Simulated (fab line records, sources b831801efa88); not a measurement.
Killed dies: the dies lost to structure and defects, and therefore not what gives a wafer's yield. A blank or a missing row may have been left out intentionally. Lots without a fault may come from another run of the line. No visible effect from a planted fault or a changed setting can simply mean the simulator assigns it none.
A struck lot beside a sound one :: flow sfq-line :: 21 steps out of a route of 325
Sound: the wafers L828.1, L828.2, L828.5. Wafers struck: L830.1, L830.2, L830.3. The cause is named last.
Per side, at each step with rows, come the tool, then ch with its chambers, and then its first start. Under that, the readings that differ: sound wafers :: struck wafers :: difference of the means :: sigmas: that difference in standard deviations of wafers without a fault.
alike: same words and numbers on both sides, and readings whose means sit less than 2 such deviations apart. not compared: any withheld reading, any reading some wafer has no value for, any bound like >300 that may hide the same value, and any number with overlapping values for which the record gives no deviation.
A row with sigmas, a row that says differs or no value, or rows on one side alone: a step with any of these is where the two part. Numbers that don't overlap but have no deviation are shown without sigmas and don't part them. A reading that every wafer of one side lacks parts them only if that side has two wafers or more.

first, 1 step without rows for these wafers: SFQ_TRILAYER_JJ_TRILAYER_DEP_AL_OXIDATION_111 (oxidation time 600 s).
SFQ_TRILAYER_JJ_TRILAYER_DEP_SPUTTER_112: material Nb, target thk 170 nm, time 113.3 s.
  sound on pvd-sputter-04, day 53 21:38; struck on pvd-sputter-05, day 59 11:30
  alike: chamber-pressure-pa, throttle-valve-pct
SFQ_JJ_RS_MEAS_929: measurement is done with a four-point probe.
  sound on film-metro-04, day 53 21:43; struck on film-metro-01, day 59 11:35
  alike: JJ_NB_RS
then, 6 steps without rows for these wafers: SFQ_TRILAYER_JJ_CE_LITHO_COAT_119 (resist thk 62 nm); SFQ_TRILAYER_JJ_CE_LITHO_COAT_114 (resist thk 608.3 nm); SFQ_TRILAYER_JJ_CE_LITHO_SOFTBAKE_118; SFQ_TRILAYER_JJ_CE_LITHO_EXPOSE_115 (exposes mask J5, target cd 700 nm); SFQ_TRILAYER_JJ_CE_LITHO_PEB_117 (peb time 60 s); SFQ_TRILAYER_JJ_CE_LITHO_DEVELOP_116 (time 60 s).
SFQ_JJ_OVL_MEAS_931:
  sound on overlay-02, day 54 00:09; struck on overlay-01, day 59 16:37
  alike: J5_OVL
SFQ_TRILAYER_JJ_CE_METRO_MEASURE_117:
  sound on cd-sem-02, day 54 00:11; struck on cd-sem-02, day 59 16:39
  alike: cd-nm
SFQ_TRILAYER_JJ_CE_BARC_OPEN_RIE_150: chemistry O2, target BARC, target depth 240 nm, time 80 s.
  sound on rie-metal-04 ch 1, day 54 01:23; struck on rie-metal-01 ch 0,1, day 59 17:51
  no value came back on the struck wafers for any of 5 readings (bias-w (W), chamber-pressure-mTorr (mTorr) and others); on the sound wafers bias-w (W) reads 79.88 79.75 79.96
  not compared: rf-hours-counter-h
SFQ_TRILAYER_JJ_CE_ETCH_RIE_118: chemistry SF6, target Nb, stops on Al2O3, time 97.7 s, target depth 170 nm.
  sound on rie-metal-04 ch 1, day 54 01:34; struck on rie-metal-01 ch 0,1, day 59 17:56
reading: oes-product-au (a.u.)
sound: 0.988 0.991 0.986
struck: 0.381 0.374 0.370
difference: -0.613
sigmas: -99 or more
  alike: bias-w, chamber-pressure-mTorr, drypump-motor-current-A, he-backside-leak-sccm
  not compared: rf-hours-counter-h
after that, 1 step had no rows for these wafers: SFQ_TRILAYER_JJ_ANODIZE_ANODIZE_119.
SFQ_TRILAYER_JJ_CE_STRIP_STRIP_120: strips in O2.
  sound on rie-metal-02 ch 0,1, day 54 02:17; struck on rie-metal-01 ch 0,1, day 59 18:33
  alike: drypump-motor-current-A, he-backside-leak-sccm, oes-product-au
  not compared: rf-hours-counter-h
then, 4 steps without rows for these wafers: SFQ_TRILAYER_JJ_CE_STRIP_SOLV_CLEAN_121 (cleans in NMP, time 600 s); SFQ_TRILAYER_M5_LITHO_COAT_128 (resist thk 62 nm); SFQ_TRILAYER_M5_LITHO_COAT_123 (resist thk 600 nm); SFQ_TRILAYER_M5_LITHO_SOFTBAKE_127.
SFQ_TRILAYER_M5_LITHO_EXPOSE_124: exposes mask M5, target cd 700 nm.
  struck on krf-scanner-01, day 59 21:07; sound on krf-scanner-01 ch 0, day 58 23:51
  no value came back on the struck wafers for exposure-dose-mJ-cm2, focus-offset-nm (nm), reticle-temp-C (C); on the sound wafers exposure-dose-mJ-cm2 reads 14.398 14.413 14.404
  alike: mask
then, 1 step without rows for these wafers: SFQ_TRILAYER_M5_LITHO_PEB_126 (peb time 60 s).

## WHERE THEY PART
Last at SFQ_TRILAYER_M5_LITHO_EXPOSE_124 as far as this record goes, first at SFQ_TRILAYER_JJ_CE_BARC_OPEN_RIE_150.

WHY: whatever the simulator had introduced
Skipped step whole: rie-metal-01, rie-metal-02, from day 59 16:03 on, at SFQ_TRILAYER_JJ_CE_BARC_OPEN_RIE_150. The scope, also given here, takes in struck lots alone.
